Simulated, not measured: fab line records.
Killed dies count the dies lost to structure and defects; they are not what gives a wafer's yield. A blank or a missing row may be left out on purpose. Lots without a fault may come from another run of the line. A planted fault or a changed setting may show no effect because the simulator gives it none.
fab line records	flow gf180mcu
[record] lots = 11	wafers = 33	lastDay = 35
route steps=602 shown V1@352 M2@379 V2@405 M3@409
lots with no fault: from the same line, run without faults
startH: the number of hours between the record's first day and the start of the first shown wafer of the lot	waitH: how many hours have passed since the lot's step before this one	" the same as in the row above	L1.1+2: a row that stands for several wafers	- value missing, or start not given	* or withheld: withheld	< > ~ a bound
route shown NAME@n: a module of which the file shows steps, and the number in the route of the first	usual: mean and standard deviation over wafers with no fault	same: alike in all rows	chamber/n: place in a boat	sites: the reading at each site	_std_site: the values' standard deviation	_edge_site: mean of outer sites minus mean of inner sites	radiusMm: how far each site lies from the wafer's centre	mask NAME#n: copy n	behind: the most recent tool/chamber to have shaped the wafer	hold: why the lot was held/for how many hours/how that ended	device: the transistor (n, p or np) that didn't switch	end of line: at the end of the route, the tests of the same wafers	for a step that has no rows: nothing shown but its recipe	killed: count of dies lost to structure and defects at first sort (not the wafer's yield)	map: the dies of a wafer, with x for killed, . for not killed, _ for no die there
set.NAME: the setting that was run; set.NAME@STEP: the one run at that earlier step	model.NAME: the simulator's own value behind a step, which no gauge read
one table for each step of the route and one row for each wafer, over a sample of lots
services: the hour from which a tool's chamber was out of use, counted from the record's first day as startH (under 0 if before that day), plus the number of hours and why
[[steps]]
[step GF_V1_ETCH_17]
[recipe] chemistry = C4F8/O2/Ar	maskMaterial = KrF	target = SiO2	stopOn = TiN	sourceW = 1500	biasW = 1200	pressureMtorr = 40	c4f8FlowSccm = withheld	O2_flow_sccm = 6	Ar_flow_sccm = 300	timeS = withheld	targetDepthA = 6300
[usual] oesProductAu = 0.856/0.0049
lot.wafer	tool	chamber	startH	waitH	oesProductAu
L272.2	rieDiel-04	2	-	-	0.850
L272.3	"	1	"	"	0.849
L272.5	"	0	"	"	0.854
L273.1	rieDiel-03	3	-	-	0.854
L273.3	"	0	"	"	0.855
L273.5	"	1	"	"	0.853
L275.2	rieDiel-04	1	-	-	0.855
L275.3	"	2	"	"	0.846
L275.5	"	1	"	"	0.859
L277.1	rieDiel-04	0	-	-	0.851
L277.2	"	1	"	"	0.851
L277.4	"	0	"	"	0.849
L278.1	rieDiel-03	1	-	-	0.858
L278.2	"	0	"	"	0.858
L278.5	"	2	"	"	0.852
L283.2	rieDiel-04	2	-	-	0.856
L283.4	"	3	"	"	0.858
L283.5	"	2	"	"	0.858
L285.1	rieDiel-04	1	-	-	0.849
L285.2	"	0	"	"	0.860
L285.4	"	2	"	"	0.862
L287.3	rieDiel-03	0	-	-	0.861
L287.4	"	1	"	"	0.851
L287.5	"	2	"	"	0.851
L291.2	rieDiel-03	2	-	-	0.860
L291.5	"	2	"	"	0.860
L291.6	"	1	"	"	0.859
L293.3	rieDiel-04	0	-	-	0.846
L293.4	"	3	"	"	0.860
L293.5	"	0	"	"	0.855
L294.1	rieDiel-01	1	-	-	0.855
L294.3	"	3	"	"	0.856
L294.4	"	2	"	"	0.854
[step GF_M2_STRIP_17]
[recipe] chemistry = O2/N2	powerW = 1400	pressureMtorr = 1500	platenTempC = 250	o2FlowSccm = 3000	n2FlowSccm = 300	overashFraction = 0.5
[usual] drypumpMotorCurrentA = 5.54/0.24	heaterPowerW = 321/34	n2FlowSccm = 299.9/0.95	oesProductAu = 0.538/0.005	stripTimeToEndpointS = 7.38/0.073
[same] overashFraction = 0.5
lot.wafer	tool	chamber	startH	waitH	drypumpMotorCurrentA	heaterPowerW	n2FlowSccm	oesProductAu	rfHoursCounterH	stripTimeToEndpointS
L272.2	plasmaAsher-02	1	454.15	0.1	5.58	261	299.0	0.529	30	7.26
L272.3	"	1	"	"	5.56	256	299.4	0.547	-	7.40
L272.5	"	1	"	"	5.60	256	298.6	0.546	-	7.42
L273.1	plasmaAsher-01	0	468.16	0.1	5.71	343	298.3	0.540	4	7.44
L273.3	"	1	"	"	5.68	364	298.5	0.538	-	7.24
L273.5	"	0	"	"	5.68	337	299.8	0.539	-	7.40
L275.2	plasmaAsher-03	1	484.00	0.1	5.57	301	299.4	0.538	75	7.33
L275.3	"	1	"	"	5.58	304	300.3	0.535	-	7.32
L275.5	"	0	"	"	5.09	303	300.2	0.539	-	7.32
L277.1	plasmaAsher-01	1	510.15	0.1	5.69	360	299.1	0.533	9	7.27
L277.2	"	0	"	"	5.70	345	299.4	0.543	9	7.50
L277.4	"	1	"	"	5.69	360	299.3	0.542	-	7.47
L278.1	plasmaAsher-01	1	514.51	0.1	5.68	360	299.4	0.543	10	7.43
L278.2	"	0	"	"	5.66	330	300.6	0.533	10	7.42
L278.5	"	1	"	"	5.69	358	299.7	0.539	-	7.42
L283.2	plasmaAsher-03	1	552.86	0.1	5.57	309	300.4	0.534	82	7.27
L283.4	"	0	"	"	5.11	299	299.3	0.545	-	7.44
L283.5	"	1	"	"	5.56	303	300.3	0.545	-	7.46
L285.1	plasmaAsher-03	1	572.74	0.1	5.58	305	298.1	0.532	84	7.26
L285.2	"	0	"	"	5.10	310	300.5	0.542	84	7.47
L285.4	"	0	"	"	5.09	303	299.9	0.527	-	7.44
L287.3	plasmaAsher-03	0	597.24	0.1	5.09	311	300.1	0.540	-	7.46
L287.4	"	1	"	"	5.58	304	300.8	0.542	-	7.46
L287.5	"	0	"	"	5.08	304	299.0	0.538	-	7.49
L291.2	plasmaAsher-03	1	624.19	0.1	5.57	312	298.8	0.538	90	7.42
L291.5	"	1	"	"	5.58	310	300.2	0.542	-	7.41
L291.6	"	0	"	"	5.10	306	301.3	0.533	-	7.31
L293.3	plasmaAsher-01	0	630.84	0.1	5.66	339	299.5	0.539	-	7.46
L293.4	"	1	"	"	5.70	360	299.3	0.530	-	7.34
L293.5	"	1	"	"	5.68	362	299.0	0.536	-	7.38
L294.1	plasmaAsher-02	0	643.44	0.2	5.84	358	302.0	0.538	47	7.43
L294.3	"	0	"	"	5.82	356	299.5	0.541	-	7.46
L294.4	"	1	"	"	5.57	258	299.7	0.541	-	7.43
[step GF_V2_CVD_23]
[recipe] material = W	targetThkNm = 350	timeS = 104.94	tempC = 400	pressureTorr = 40
[usual] heaterPowerW = 912/33
lot.wafer	tool	chamber	startH	waitH	heaterPowerW
L272.2	cvdW-01	0	480.40	0.0	948
L272.3	"	1	"	"	868
L272.5	"	1	"	"	856
L273.1	cvdW-02	0	494.43	0.0	942
L273.3	"	1	"	"	906
L273.5	"	0	"	"	930
L275.2	cvdW-02	0	509.83	0.0	925
L275.3	"	1	"	"	938
L275.5	"	0	"	"	928
L277.1	cvdW-02	1	535.33	0.0	933
L277.2	"	0	"	"	945
L277.4	"	0	"	"	925
L278.1	cvdW-02	1	539.56	0.0	924
L278.2	"	0	"	"	898
L278.5	"	1	"	"	908
L283.2	cvdW-01	1	577.72	0.0	886
L283.4	"	1	"	"	863
L283.5	"	1	"	"	841
L285.1	cvdW-01	1	598.06	0.0	848
L285.2	"	0	"	"	912
L285.4	"	0	"	"	950
L287.3	cvdW-02	1	620.36	0.1	938
L287.4	"	0	"	"	926
L287.5	"	1	"	"	932
L291.2	cvdW-02	0	646.80	0.0	950
L291.5	"	0	"	"	938
L291.6	"	1	"	"	956
L293.3	cvdW-02	1	653.46	0.1	950
L293.4	"	0	"	"	932
L293.5	"	0	"	"	933
L294.1	cvdW-01	1	665.23	0.0	857
L294.3	"	0	"	"	947
L294.4	"	1	"	"	872
[step GF_V2_RS_MEAS_24]
[recipe] thkMeasGauge = four-point-probe	reads = W_of_V2_CVD_23+TiN_of_V2_SPUTTER_22+Ti_of_V2_SPUTTER_21
[usual] V2_W_RS = 0.330/0.0035
lot.wafer	tool	chamber	startH	waitH	V2_W_RS[ohm/sq]
L272.2	filmMetro-02	-	480.54	0.1	0.332
L272.3	"	-	"	"	0.334
L272.5	"	-	"	"	0.333
L273.1	filmMetro-02	-	494.54	0.1	0.330
L273.3	"	-	"	"	0.330
L273.5	"	-	"	"	0.330
L275.2	filmMetro-02	-	509.96	0.1	0.328
L275.3	"	-	"	"	0.333
L275.5	"	-	"	"	0.332
L277.1	filmMetro-01	-	535.44	0.1	0.333
L277.2	"	-	"	"	0.311
L277.4	"	-	"	"	0.310
L278.1	filmMetro-01	-	539.67	0.1	0.332
L278.2	"	-	"	"	0.308
L278.5	"	-	"	"	0.334
L283.2	filmMetro-02	-	577.85	0.1	0.331
L283.4	"	-	"	"	0.331
L283.5	"	-	"	"	0.331
L285.1	filmMetro-04	-	598.17	0.1	0.326
L285.2	"	-	"	"	0.330
L285.4	"	-	"	"	0.330
L287.3	filmMetro-02	-	620.50	0.1	0.333
L287.4	"	-	"	"	0.331
L287.5	"	-	"	"	0.333
L291.2	filmMetro-04	-	646.93	0.1	0.329
L291.5	"	-	"	"	0.324
L291.6	"	-	"	"	0.333
L293.3	filmMetro-04	-	653.58	0.1	0.332
L293.4	"	-	"	"	0.329
L293.5	"	-	"	"	0.330
L294.1	filmMetro-04	-	665.34	0.1	0.333
L294.3	"	-	"	"	0.332
L294.4	"	-	"	"	0.331
[step GF_V2_THK_MEAS_25]
[recipe] thkMeasGauge = xrf	reads = W_of_V2_CVD_23
[usual] V2_W_THK = 341/4.7
lot.wafer	tool	chamber	startH	waitH	V2_W_THK[nm]
L272.2	filmMetro-02	-	480.65	0.1	343
L272.3	"	-	"	"	340
L272.5	"	-	"	"	342
L273.1	filmMetro-02	-	494.66	0.1	348
L273.3	"	-	"	"	345
L273.5	"	-	"	"	346
L275.2	filmMetro-02	-	510.07	0.1	346
L275.3	"	-	"	"	343
L275.5	"	-	"	"	341
L277.1	filmMetro-01	-	535.56	0.1	337
L277.2	"	-	"	"	361
L277.4	"	-	"	"	364
L278.1	filmMetro-01	-	539.79	0.1	339
L278.2	"	-	"	"	367
L278.5	"	-	"	"	338
L283.2	filmMetro-02	-	577.96	0.1	344
L283.4	"	-	"	"	342
L283.5	"	-	"	"	343
L285.1	filmMetro-04	-	598.29	0.1	342
L285.2	"	-	"	"	336
L285.4	"	-	"	"	336
L287.3	filmMetro-02	-	620.60	0.1	338
L287.4	"	-	"	"	339
L287.5	"	-	"	"	339
L291.2	filmMetro-04	-	647.04	0.1	338
L291.5	"	-	"	"	343
L291.6	"	-	"	"	335
L293.3	filmMetro-04	-	653.68	0.1	340
L293.4	"	-	"	"	343
L293.5	"	-	"	"	340
L294.1	filmMetro-04	-	665.46	0.1	340
L294.3	"	-	"	"	340
L294.4	"	-	"	"	343
[step GF_M3_SPUTTER_00]
[recipe] material = Ti	targetThkNm = 37.5	arrivingIonEnergyEv = 80	substrateTempC = 200	chamberPressurePa = 2	powerW = 4000	timeS = 150
[usual] throttleValvePct = 30.3/0.8
lot.wafer	tool	chamber	startH	waitH	throttleValvePct
L272.2	pvdSputter-01	-	481.00	0.2	30.3
L272.3	"	-	"	"	29.2
L272.5	"	-	"	"	30.3
L273.1	pvdSputter-03	-	495.02	0.2	29.8
L273.3	"	-	"	"	31.8
L273.5	"	-	"	"	30.3
L275.2	pvdSputter-03	-	510.42	0.1	30.1
L275.3	"	-	"	"	30.4
L275.5	"	-	"	"	30.1
L277.1	pvdSputter-01	-	535.92	0.1	30.5
L277.2	"	-	"	"	30.2
L277.4	"	-	"	"	30.4
L278.1	pvdSputter-03	-	540.15	0.1	30.1
L278.2	"	-	"	"	31.8
L278.5	"	-	"	"	29.9
L283.2	pvdSputter-04	-	578.31	0.2	29.8
L283.4	"	-	"	"	31.3
L283.5	"	-	"	"	31.4
L285.1	pvdSputter-03	-	598.65	0.1	32.0
L285.2	"	-	"	"	30.1
L285.4	"	-	"	"	30.4
L287.3	pvdSputter-03	-	620.94	0.2	30.5
L287.4	"	-	"	"	30.3
L287.5	"	-	"	"	30.5
L291.2	pvdSputter-03	-	647.49	0.1	29.8
L291.5	"	-	"	"	30.5
L291.6	"	-	"	"	30.0
L293.3	pvdSputter-01	-	654.02	0.1	30.0
L293.4	"	-	"	"	30.5
L293.5	"	-	"	"	30.4
L294.1	pvdSputter-04	-	665.94	0.2	29.7
L294.3	"	-	"	"	31.2
L294.4	"	-	"	"	29.6
[[services]]
tool	chamber	startH	hours	kind
plasmaAsher-01	-	421.25	9.0	pm
rieDiel-04	1	432.71	10.8	repair
rieDiel-03	2	439.34	9.5	repair
rieDiel-03	0	442.87	5.2	repair
rieDiel-04	1	464.54	3.6	repair
plasmaAsher-03	-	468.84	1.1	repair
rieDiel-03	2	477.31	11.1	repair
rieDiel-04	2	482.76	3.2	repair
plasmaAsher-01	-	492.92	2.5	repair
plasmaAsher-03	-	501.71	2.8	pm
rieDiel-03	3	503.78	2.7	repair
cvdW-01	1	511.44	1.6	repair
cvdW-02	-	532.99	2.3	repair
plasmaAsher-03	-	534.48	2.7	repair
plasmaAsher-01	-	569.17	10.5	repair
rieDiel-04	-	572.33	2.8	pm
rieDiel-04	3	588.83	9.8	repair
cvdW-02	-	606.85	1.0	repair
cvdW-01	0	607.95	5.8	repair
cvdW-01	-	628.78	1.2	repair
rieDiel-04	3	639.22	5.9	repair
rieDiel-04	2	643.73	11.2	repair
rieDiel-03	-	648.69	2.8	pm
rieDiel-03	2	653.27	2.6	repair
[[key]]
[firstSign] step = GF_V2_RS_MEAS_24	reading = V2_W_RS	direction = down	sigmas = 5.9	usual = 0.330	struck = 0.309
[effect] step = GF_V2_THK_MEAS_25	reading = V2_W_THK	direction = up	sigmas = 4.9	usual = 341	struck = 364
metAt GF_V2_CVD_23
struckLots L277,L278
struckWafers L277.2,L277.4,L278.2
notActingAt GF_V1_ETCH_17,GF_M2_STRIP_17,GF_M3_SPUTTER_00
onsetBetween 509.83 535.33
[fault] kind = processParameterDrift	tool = cvdW-02	chamber = 0	onsetH = 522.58	steps = GF_V2_CVD_23	channel = targetThkNm	offset = 17.5	shape = step	endH = 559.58	actsIn = theseRecipesOnly	stated = 350
